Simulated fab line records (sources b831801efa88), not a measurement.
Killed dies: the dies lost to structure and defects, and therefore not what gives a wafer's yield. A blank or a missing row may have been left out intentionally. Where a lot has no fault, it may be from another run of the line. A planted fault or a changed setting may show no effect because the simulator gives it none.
The tool behind it: which one? / flow gf180mcu / 11 lots, 33 wafers sampled, at 2 steps of a route of 602

## WHAT EACH GAUGE READ, for each wafer
GF_STI_THK_MEAS_30.
lot=L848; measured=day 2 07:34; on=film_metro-04; STI_OXIDATION_02_THK (nm)=9.89 9.74 9.86
lot=L849; measured=day 2 11:50; on=film_metro-01; STI_OXIDATION_02_THK (nm)=9.94 10.13 9.86
lot=L850; measured=day 2 17:08; on=film_metro-02; STI_OXIDATION_02_THK (nm)=10.06 10.32 10.22
lot=L851; measured=day 3 03:03; on=film_metro-02; STI_OXIDATION_02_THK (nm)=9.96 9.86 10.10
lot=L854; measured=day 3 16:47; on=film_metro-02; STI_OXIDATION_02_THK (nm)=14.80 14.64 14.80
lot=L855; measured=day 3 21:31; on=film_metro-01; STI_OXIDATION_02_THK (nm)=10.18 10.26 10.07
lot=L857; measured=day 4 04:19; on=film_metro-02; STI_OXIDATION_02_THK (nm)=14.91 15.01 14.86
lot=L868; measured=day 6 12:17; on=film_metro-02; STI_OXIDATION_02_THK (nm)=10.02 10.16 10.02
lot=L869; measured=day 6 18:19; on=film_metro-02; STI_OXIDATION_02_THK (nm)=10.21 10.07 10.11
lot=L870; measured=day 6 23:40; on=film_metro-01; STI_OXIDATION_02_THK (nm)=9.87 9.79 9.72
lot=L871; measured=day 7 04:14; on=film_metro-04; STI_OXIDATION_02_THK (nm)=10.27 10.29 10.29

## WHAT TOOL EACH LOT RAN ON (gives the tool, then ch and the chambers of the sampled wafers, and finally the start)
lot=L848; GF_STI_OXIDATION_29=furnace-02 ch 0, day 2 06:10
lot=L849; GF_STI_OXIDATION_29=furnace-01 ch 0, day 2 10:25
lot=L850; GF_STI_OXIDATION_29=furnace-02 ch 0, day 2 15:45
lot=L851; GF_STI_OXIDATION_29=furnace-01 ch 0, day 3 01:38
lot=L854; GF_STI_OXIDATION_29=furnace-01 ch 0, day 3 15:23
lot=L855; GF_STI_OXIDATION_29=furnace-02 ch 0, day 3 20:08
lot=L857; GF_STI_OXIDATION_29=furnace-01 ch 0, day 4 02:55
lot=L868; GF_STI_OXIDATION_29=furnace-01 ch 0, day 6 10:54
lot=L869; GF_STI_OXIDATION_29=furnace-02 ch 0, day 6 16:55
lot=L870; GF_STI_OXIDATION_29=furnace-01 ch 0, day 6 22:15
lot=L871; GF_STI_OXIDATION_29=furnace-02 ch 0, day 7 02:49
- GF_STI_OXIDATION_29: stabilise 600 s, purge 300 s, target thk 10 nm.

## THE ANSWER, worked out from the rows above alone
Rule: usual is defined by the lots themselves. Put in order of their means at a reading, lots are off if they are a third of the lots or fewer, leave a main group of 4 or more, and stand apart from it by a gap of 3 or more times the standard deviation of the main group's means; of several such gaps the widest counts. A main group whose means are all the same, to the digits that the tables above print for the reading, isn't used. A lot without any number at a reading at which 4 lots or more have one is off too. Any other lot the step has rows for is counted as sound.
Off: L854, L857, seen at GF_STI_THK_MEAS_30 (STI_OXIDATION_02_THK). Mean 10.05 nm and standard deviation 0.16 in the main group.
If a tool, at a process step before that reading, ran all the lots that are off and no sound lot after the first of them, it fits. The gauges at GF_STI_THK_MEAS_30 are tried like those tools. Of those tried, none fits.

## WHAT THE SIMULATOR HAD PUT IN
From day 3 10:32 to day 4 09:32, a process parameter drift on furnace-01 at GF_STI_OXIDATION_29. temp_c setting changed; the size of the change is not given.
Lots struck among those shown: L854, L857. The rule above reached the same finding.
